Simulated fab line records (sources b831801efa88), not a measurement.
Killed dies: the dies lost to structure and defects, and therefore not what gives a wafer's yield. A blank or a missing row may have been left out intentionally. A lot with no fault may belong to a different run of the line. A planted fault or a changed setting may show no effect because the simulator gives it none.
Which tool did it?    flow gf180mcu    Sampling: 6 lots, 18 wafers, 2 of 602 route steps

== WHAT THE GAUGES READ, wafer by wafer ==
GF_NWELL_TW_MEAS_11.
lot   measured     on             NWELL_TW
L281  day 3 15:32  film_metro-02  1591 1595 1602
L282  day 4 00:08  film_metro-03  1585 1579 1584
L288  day 5 05:40  film_metro-01  1573 1572 1574
L290  day 5 18:20  film_metro-01  1570 1572 1577
L292  day 6 01:43  film_metro-02  1596 1600 1596
L302  day 8 06:37  film_metro-02  30 1606 1595 31 1597 1600

== EACH LOT AND THE TOOL THAT RAN IT (in order: tool; ch and the chambers of the sampled wafers; start) ==
lot   GF_NWELL_DEVELOP_06
L281  litho_track-03 ch 0, day 3 14:00
L282  litho_track-02 ch 0, day 3 23:00
L288  litho_track-03 ch 0, day 5 05:00
L290  litho_track-02 ch 0, day 5 17:00
L292  litho_track-03 ch 0, day 6 01:00
L302  litho_track-03 ch 0, day 8 06:00
- GF_NWELL_DEVELOP_06: develop time 60 s.

== THE ANSWER, worked out from the rows above alone ==
Rule: what is usual is taken from the lots themselves. Put in order of their means at a reading, lots are off if they are a third of the lots or fewer, leave a main group of 4 or more, and stand apart from it by a gap of 3 or more times the standard deviation of the main group's means; of several such gaps the widest counts. The tables above print the reading to a certain number of digits; a main group whose means all agree to those digits is not used. A lot without any number at a reading at which 4 lots or more have one is off too. All remaining lots with rows at the step are treated as sound.
Off: L302, seen at GF_NWELL_TW_MEAS_11 (NWELL_TW). The main group has a mean of 1584 with a standard deviation of 11.
If a tool, at a process step before that reading, ran all the lots that are off and no sound lot after the first of them, it fits. The gauges at GF_NWELL_TW_MEAS_11 are tried like those tools. Undecided on this evidence; 2 tools fit (litho_track-03 at GF_NWELL_DEVELOP_06, film_metro-02 at GF_NWELL_TW_MEAS_11).

== WHAT THE SIMULATOR HAD INSERTED ==
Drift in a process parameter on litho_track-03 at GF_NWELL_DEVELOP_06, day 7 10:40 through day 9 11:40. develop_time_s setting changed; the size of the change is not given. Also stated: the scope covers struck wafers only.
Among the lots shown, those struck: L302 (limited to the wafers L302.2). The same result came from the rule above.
